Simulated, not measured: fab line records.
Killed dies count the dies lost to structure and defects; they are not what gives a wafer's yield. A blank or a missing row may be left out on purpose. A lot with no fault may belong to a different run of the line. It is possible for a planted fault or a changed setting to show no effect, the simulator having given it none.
A sampling plan put to the test -- flow sky130 -- 47 faults told of in these records, all on one fab line, each judged by the records of the lots it struck
Plan = the line's own looks (route steps where a gauge or an inspection reads the wafer without altering it). Where struck wafers have a number at a look and the file lists that look's usual mean and standard deviation on fault-free wafers, the look can be judged. Caught: a look later than the fault's first step finds the struck wafers' mean 4 or more of those standard deviations (sigma) from the usual mean. On the tool: the same test on the tool's own readings at the fault's steps. Caught also covers a different recipe on the struck wafers, or a record left blank for those wafers only.

## THE FAULTS, as the simulator had put them in
1. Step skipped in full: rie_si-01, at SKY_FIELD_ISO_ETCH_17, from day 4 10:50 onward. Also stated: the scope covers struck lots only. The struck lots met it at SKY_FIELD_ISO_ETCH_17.
2. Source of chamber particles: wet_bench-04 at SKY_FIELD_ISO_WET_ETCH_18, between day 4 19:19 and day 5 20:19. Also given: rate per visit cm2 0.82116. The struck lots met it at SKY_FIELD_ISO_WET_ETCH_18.
3. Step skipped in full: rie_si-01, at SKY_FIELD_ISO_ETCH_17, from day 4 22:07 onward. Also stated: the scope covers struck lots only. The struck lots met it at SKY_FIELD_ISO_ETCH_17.
4. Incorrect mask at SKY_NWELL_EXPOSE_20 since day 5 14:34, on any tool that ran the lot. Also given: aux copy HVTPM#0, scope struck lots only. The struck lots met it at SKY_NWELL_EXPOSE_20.
5. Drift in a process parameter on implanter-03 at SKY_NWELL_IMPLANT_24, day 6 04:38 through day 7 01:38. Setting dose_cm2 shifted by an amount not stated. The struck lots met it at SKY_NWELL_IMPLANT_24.
6. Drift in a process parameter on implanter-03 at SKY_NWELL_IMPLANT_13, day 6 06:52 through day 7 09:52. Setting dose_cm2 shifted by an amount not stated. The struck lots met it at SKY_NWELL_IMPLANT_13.
7. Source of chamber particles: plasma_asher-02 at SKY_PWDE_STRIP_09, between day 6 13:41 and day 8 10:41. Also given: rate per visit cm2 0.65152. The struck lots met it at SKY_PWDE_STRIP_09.
8. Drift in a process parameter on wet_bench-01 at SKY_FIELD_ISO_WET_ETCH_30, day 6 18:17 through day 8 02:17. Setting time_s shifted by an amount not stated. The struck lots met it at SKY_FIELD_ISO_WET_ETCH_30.
9. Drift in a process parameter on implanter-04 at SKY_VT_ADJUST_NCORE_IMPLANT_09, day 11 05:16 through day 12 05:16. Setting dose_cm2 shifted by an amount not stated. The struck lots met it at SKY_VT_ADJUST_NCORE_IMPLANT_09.
10. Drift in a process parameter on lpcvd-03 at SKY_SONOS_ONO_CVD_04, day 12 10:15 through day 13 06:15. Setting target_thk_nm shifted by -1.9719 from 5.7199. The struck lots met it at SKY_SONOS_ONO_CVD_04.
11. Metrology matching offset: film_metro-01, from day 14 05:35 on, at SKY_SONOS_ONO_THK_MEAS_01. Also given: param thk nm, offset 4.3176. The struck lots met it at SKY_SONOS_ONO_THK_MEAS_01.
12. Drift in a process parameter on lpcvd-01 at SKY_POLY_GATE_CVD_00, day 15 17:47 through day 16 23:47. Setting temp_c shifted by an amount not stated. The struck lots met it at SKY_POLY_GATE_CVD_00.
13. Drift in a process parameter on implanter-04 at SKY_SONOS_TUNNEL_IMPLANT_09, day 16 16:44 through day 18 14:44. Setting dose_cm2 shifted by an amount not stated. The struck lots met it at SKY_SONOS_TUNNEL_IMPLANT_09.
14. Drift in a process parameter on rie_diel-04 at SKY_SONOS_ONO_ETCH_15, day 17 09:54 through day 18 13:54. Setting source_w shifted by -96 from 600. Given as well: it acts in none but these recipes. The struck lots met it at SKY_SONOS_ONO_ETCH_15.
15. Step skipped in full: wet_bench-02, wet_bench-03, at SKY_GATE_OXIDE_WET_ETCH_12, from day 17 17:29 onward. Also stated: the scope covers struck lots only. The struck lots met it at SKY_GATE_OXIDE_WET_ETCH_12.
16. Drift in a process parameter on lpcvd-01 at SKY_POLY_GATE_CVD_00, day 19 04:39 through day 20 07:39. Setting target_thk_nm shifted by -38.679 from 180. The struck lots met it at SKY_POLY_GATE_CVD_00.
17. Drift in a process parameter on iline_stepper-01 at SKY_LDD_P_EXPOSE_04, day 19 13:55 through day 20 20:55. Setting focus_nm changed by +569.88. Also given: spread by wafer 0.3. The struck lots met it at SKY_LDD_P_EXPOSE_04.
18. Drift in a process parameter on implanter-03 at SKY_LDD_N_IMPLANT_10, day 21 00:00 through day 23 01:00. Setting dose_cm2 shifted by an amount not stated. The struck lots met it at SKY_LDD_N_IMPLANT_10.
19. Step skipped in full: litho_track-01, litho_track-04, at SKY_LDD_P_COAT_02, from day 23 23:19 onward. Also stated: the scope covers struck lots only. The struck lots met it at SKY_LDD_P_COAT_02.
20. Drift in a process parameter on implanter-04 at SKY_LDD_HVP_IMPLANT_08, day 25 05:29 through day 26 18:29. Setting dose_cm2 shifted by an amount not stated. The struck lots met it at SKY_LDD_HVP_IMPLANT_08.
21. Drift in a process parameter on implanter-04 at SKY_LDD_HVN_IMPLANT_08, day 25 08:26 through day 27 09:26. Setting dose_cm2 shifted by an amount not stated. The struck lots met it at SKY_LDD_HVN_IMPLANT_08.
22. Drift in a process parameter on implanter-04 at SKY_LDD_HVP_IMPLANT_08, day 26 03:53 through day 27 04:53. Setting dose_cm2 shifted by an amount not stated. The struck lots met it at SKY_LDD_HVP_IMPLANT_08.
23. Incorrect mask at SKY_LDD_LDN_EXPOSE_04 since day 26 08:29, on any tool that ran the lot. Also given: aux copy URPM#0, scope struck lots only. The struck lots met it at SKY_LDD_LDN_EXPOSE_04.
24. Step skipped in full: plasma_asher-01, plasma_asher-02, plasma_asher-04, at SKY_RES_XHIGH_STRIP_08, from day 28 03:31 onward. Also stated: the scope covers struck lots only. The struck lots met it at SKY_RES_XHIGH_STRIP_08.
25. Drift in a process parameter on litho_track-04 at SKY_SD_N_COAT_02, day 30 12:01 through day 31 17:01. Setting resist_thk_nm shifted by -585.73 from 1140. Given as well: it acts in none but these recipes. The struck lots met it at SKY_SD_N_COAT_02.
26. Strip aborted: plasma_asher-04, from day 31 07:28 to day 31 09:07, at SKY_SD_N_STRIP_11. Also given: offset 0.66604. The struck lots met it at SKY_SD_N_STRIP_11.
27. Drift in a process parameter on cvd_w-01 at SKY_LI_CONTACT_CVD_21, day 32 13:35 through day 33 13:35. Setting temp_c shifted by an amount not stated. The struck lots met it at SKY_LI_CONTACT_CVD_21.
28. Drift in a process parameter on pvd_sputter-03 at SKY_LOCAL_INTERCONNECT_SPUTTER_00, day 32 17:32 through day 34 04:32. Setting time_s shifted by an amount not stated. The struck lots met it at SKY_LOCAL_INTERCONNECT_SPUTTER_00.
29. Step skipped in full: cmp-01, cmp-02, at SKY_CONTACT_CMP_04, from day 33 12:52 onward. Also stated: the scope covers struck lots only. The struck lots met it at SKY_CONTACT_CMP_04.
30. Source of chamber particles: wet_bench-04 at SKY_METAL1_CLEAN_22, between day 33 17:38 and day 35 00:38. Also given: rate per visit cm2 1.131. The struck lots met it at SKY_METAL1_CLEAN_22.
31. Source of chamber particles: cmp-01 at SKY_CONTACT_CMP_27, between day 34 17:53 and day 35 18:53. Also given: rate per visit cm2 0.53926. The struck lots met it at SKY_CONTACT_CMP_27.
32. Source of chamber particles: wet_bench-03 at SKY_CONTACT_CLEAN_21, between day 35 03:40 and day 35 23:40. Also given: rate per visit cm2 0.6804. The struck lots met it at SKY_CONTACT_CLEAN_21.
33. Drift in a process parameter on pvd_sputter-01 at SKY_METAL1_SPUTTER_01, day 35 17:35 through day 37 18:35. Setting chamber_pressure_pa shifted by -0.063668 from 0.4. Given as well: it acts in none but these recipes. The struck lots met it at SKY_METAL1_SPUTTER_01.
34. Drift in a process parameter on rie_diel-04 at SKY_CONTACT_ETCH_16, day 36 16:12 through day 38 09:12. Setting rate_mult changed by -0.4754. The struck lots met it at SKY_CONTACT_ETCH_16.
35. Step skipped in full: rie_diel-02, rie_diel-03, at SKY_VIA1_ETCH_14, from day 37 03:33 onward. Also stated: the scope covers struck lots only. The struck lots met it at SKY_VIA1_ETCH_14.
36. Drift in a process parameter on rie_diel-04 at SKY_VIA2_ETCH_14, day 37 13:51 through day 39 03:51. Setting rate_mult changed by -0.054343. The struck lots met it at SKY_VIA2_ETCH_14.
37. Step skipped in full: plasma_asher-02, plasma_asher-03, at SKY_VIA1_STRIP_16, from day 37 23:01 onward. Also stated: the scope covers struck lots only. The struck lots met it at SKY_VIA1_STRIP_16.
38. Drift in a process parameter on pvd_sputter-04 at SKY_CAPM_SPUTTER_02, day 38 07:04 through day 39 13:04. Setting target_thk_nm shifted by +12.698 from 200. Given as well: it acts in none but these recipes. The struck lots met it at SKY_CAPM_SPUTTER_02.
39. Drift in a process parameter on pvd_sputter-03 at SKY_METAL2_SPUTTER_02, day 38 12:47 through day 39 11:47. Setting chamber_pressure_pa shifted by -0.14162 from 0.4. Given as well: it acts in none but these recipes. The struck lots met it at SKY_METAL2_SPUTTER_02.
40. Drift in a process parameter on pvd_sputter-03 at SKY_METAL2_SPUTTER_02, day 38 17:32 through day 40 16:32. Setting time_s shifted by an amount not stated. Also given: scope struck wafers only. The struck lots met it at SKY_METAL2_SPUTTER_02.
41. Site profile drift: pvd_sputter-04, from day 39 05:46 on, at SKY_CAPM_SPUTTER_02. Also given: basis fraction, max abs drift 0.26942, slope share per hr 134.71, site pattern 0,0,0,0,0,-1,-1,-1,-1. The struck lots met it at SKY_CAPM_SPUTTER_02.
42. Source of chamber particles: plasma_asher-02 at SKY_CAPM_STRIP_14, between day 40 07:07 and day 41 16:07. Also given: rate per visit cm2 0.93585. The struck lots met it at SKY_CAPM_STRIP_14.
43. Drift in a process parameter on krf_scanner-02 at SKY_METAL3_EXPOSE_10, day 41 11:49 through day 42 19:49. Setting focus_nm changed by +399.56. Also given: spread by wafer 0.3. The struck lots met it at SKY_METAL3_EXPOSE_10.
44. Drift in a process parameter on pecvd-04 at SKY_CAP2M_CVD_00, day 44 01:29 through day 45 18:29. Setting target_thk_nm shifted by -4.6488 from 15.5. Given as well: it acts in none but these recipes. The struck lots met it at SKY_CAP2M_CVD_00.
45. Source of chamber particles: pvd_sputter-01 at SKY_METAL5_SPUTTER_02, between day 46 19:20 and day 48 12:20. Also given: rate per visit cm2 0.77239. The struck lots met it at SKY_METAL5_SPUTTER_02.
46. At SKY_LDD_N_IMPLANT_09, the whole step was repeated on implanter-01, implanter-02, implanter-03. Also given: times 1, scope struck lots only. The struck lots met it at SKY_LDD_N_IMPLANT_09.
47. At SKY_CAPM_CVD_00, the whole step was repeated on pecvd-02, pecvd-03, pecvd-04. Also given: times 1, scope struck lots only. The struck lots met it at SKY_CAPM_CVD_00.

## WHAT THE PLAN SAW
fault,on the tool itself,first look that catches it,"reading, sigma",median hours from its first step to that look,hours from the fault's start to the first struck lot there,judged looks passed uncaught
1,the tool's record is blank for the struck wafers,no look after it can be judged,-,-,-,0
2,under 2 sigma,no look after it can be judged,-,-,-,0
3,the tool's record is blank for the struck wafers,no look after it can be judged,-,-,-,0
4,under 2 sigma,SKY_NWELL_TW_MEAS_26,NWELL_2_TW -99 or beyond,9.9,11,0
5,dose_ions_cm2 +33 sigma,no look after it can be judged,-,-,-,0
6,dose_ions_cm2 +99 or beyond sigma,SKY_NWELL_RS_MEAS_29,NWELL_RS -5.7,20.5,29,0
7,under 2 sigma,no look after it can be judged,-,-,-,0
8,run_length_s -8.8 sigma,none of the 4 looks that can be judged after it,-,-,-,4
9,dose_ions_cm2 -99 or beyond sigma,SKY_VT_ADJUST_NCORE_TW_MEAS_11,VT_ADJUST_NCORE_TW -35,0.2,4,0
10,no reading that can be judged,SKY_SONOS_ONO_THK_MEAS_05,SONOS_ONO_CVD_04_THK -15,1.3,3,0
11,SONOS_ONO_OXIDATION_THK +90 sigma,no look after it can be judged,-,-,-,0
12,susceptor_temp_C -87 sigma,SKY_POLY_GATE_THK_MEAS_01,POLY_GATE_CVD_00_THK -54,1.2,3,0
13,dose_ions_cm2 -99 or beyond sigma,SKY_SONOS_TUNNEL_TW_MEAS_12,SONOS_TUNNEL_TW -63,0.5,6,0
14,rf_fwd_power_W -27 sigma,no look after it can be judged,-,-,-,0
15,the tool's record is blank for the struck wafers,no look after it can be judged,-,-,-,0
16,under 2 sigma,SKY_POLY_GATE_THK_MEAS_01,POLY_GATE_CVD_00_THK -25,1.5,6,0
17,no reading that can be judged,SKY_LDD_P_CD_MEAS_07,cd_nm -4.1,15.5,20,0
18,dose_ions_cm2 -99 or beyond sigma,no look after it can be judged,-,-,-,0
19,the tool's record is blank for the struck wafers,SKY_LDD_HVP_TW_MEAS_10,LDD_HVP_TW +65,71.0,78,1
20,dose_ions_cm2 +99 or beyond sigma,SKY_LDD_HVP_TW_MEAS_10,LDD_HVP_TW +19,0.2,4,0
21,dose_ions_cm2 +99 or beyond sigma,SKY_LDD_HVN_TW_MEAS_10,LDD_HVN_TW +99 or beyond,0.2,5,0
22,dose_ions_cm2 -99 or beyond sigma,SKY_LDD_HVP_TW_MEAS_10,LDD_HVP_TW -12,0.2,4,0
23,no reading that can be judged,SKY_LDD_LDN_TW_MEAS_13,LDD_LDN_TW -99 or beyond,15.4,20,0
24,the tool's record is blank for the struck wafers,SKY_SD_N_TW_MEAS_12,SD_N_TW -99 or beyond,28.1,34,0
25,under 2 sigma,SKY_SD_N_CD_MEAS_07,cd_nm +31,14.3,15,0
26,oes_product_au -38 sigma,not the one look that can be judged after it,-,-,-,1
27,susceptor_temp_C -9.7 sigma,SKY_LI_CONTACT_RS_MEAS_22,LI_CONTACT_W_RS +4.3,0.1,2,0
28,under 2 sigma,SKY_LOCAL_INTERCONNECT_RS_MEAS_01,LOCAL_INTERCONNECT_TIN_RS +4.0,0.1,28,0
29,the tool's record is blank for the struck wafers,no look after it can be judged,-,-,-,0
30,no reading that can be judged,no look after it can be judged,-,-,-,0
31,under 2 sigma,none of the 2 looks that can be judged after it,-,-,-,2
32,no reading that can be judged,not the one look that can be judged after it,-,-,-,1
33,chamber_pressure_pa -81 sigma,no look after it can be judged,-,-,-,0
34,oes_product_au -32 sigma,no look after it can be judged,-,-,-,0
35,the tool's record is blank for the struck wafers,no look after it can be judged,-,-,-,0
36,under 2 sigma,no look after it can be judged,-,-,-,0
37,no reading that can be judged,no look after it can be judged,-,-,-,0
38,under 2 sigma,SKY_CAPM_RS_MEAS_03,CAPM_TIN_RS -5.6,0.1,21,0
39,chamber_pressure_pa -99 or beyond sigma,SKY_METAL2_RS_MEAS_05,METAL2_ALCU_RS -7.9,0.1,2,0
40,under 2 sigma,SKY_METAL2_RS_MEAS_05,METAL2_ALCU_RS -10,0.1,3,0
41,under 2 sigma,SKY_CAPM_RS_MEAS_03,CAPM_TIN_RS +16,0.1,1,0
42,under 2 sigma,none of the 2 looks that can be judged after it,-,-,-,2
43,no reading that can be judged,SKY_METAL3_CD_MEAS_13,cd_nm -58,11.2,24,0
44,under 2 sigma,SKY_CAP2M_THK_MEAS_01,CAP2M_CVD_00_THK -20,0.0,7,0
45,under 2 sigma,not the one look that can be judged after it,-,-,-,1
46,no reading that can be judged,SKY_LDD_N_TW_MEAS_17,LDD_N_TW +4.0,1.4,-,0
47,under 2 sigma,SKY_CAPM_THK_MEAS_01,CAPM_CVD_00_THK +70,0.3,-,0
A dash: the fault is not caught, or the number is missing from these records.

Caught at a look: 25 of 47. Caught on the tool: 24 of 47. By one or the other: 38 of 47.
Faults 1, 3, 5, 8, 11, 14, 15, 18, 26, 29, 33, 34, 35 were caught on the tool alone.
Caught at a look alone: faults 4, 10, 16, 17, 23, 25, 28, 38, 40, 41, 43, 44, 46, 47.
Caught by neither: faults 2, 7, 30, 31, 32, 36, 37, 42, 45.

## THINNER SAMPLING
In the worst case, this is how late the first struck lot would be measured if the look that catches a fault measured only every second or every third lot, by lot number:
fault,"struck lots at that look, in order of time",every lot,every second lot,every third lot
4,L629,11 h,may miss it,may miss it
6,"L741, L742",29 h,33 h,may miss all 2
9,"L220, L221",4 h,12 h,may miss all 2
10,"L872, L873, L874",3 h,11 h,20 h
12,"L560, L561",3 h,24 h,may miss all 2
13,"L792, L793",6 h,20 h,may miss all 2
16,"L446, L447",6 h,16 h,may miss all 2
17,"L494, L495",20 h,30 h,may miss all 2
19,"L543, L544",78 h,86 h,may miss all 2
20,"L324, L325",4 h,8 h,may miss all 2
21,"L745, L746",5 h,6 h,may miss all 2
22,"L120, L122",4 h,may miss all 2,may miss all 2
23,L397,20 h,may miss it,may miss it
24,"L897, L898, L900",34 h,70 h,may miss all 3
25,"L697, L699, L700",15 h,21 h,may miss all 3
27,"L725, L726, L727, L728",2 h,5 h,15 h
28,"L851, L852",28 h,30 h,may miss all 2
38,"L330, L331",21 h,24 h,may miss all 2
39,"L299, L300",2 h,8 h,may miss all 2
40,"L148, L151",3 h,27 h,may miss all 2
41,"L358, L361, L364, L365",1 h,8 h,may miss all 4
43,"L830, L831",24 h,30 h,may miss all 2
44,"L549, L550",7 h,19 h,may miss all 2
Hours: fault start to first struck lot measured. Since the struck wafers were tested as one group against 4 sigma, a single lot by itself may lie under the limit. Other struck lots may not be in these records.

## THE LONGEST TIMED WAY FROM STEP TO LOOK
Fault 19: a median of 71.0 hours passes between SKY_LDD_P_COAT_02 and SKY_LDD_HVP_TW_MEAS_10. The look between them that can be judged stayed within 4 sigma: SKY_LDD_HVN_TW_MEAS_10.
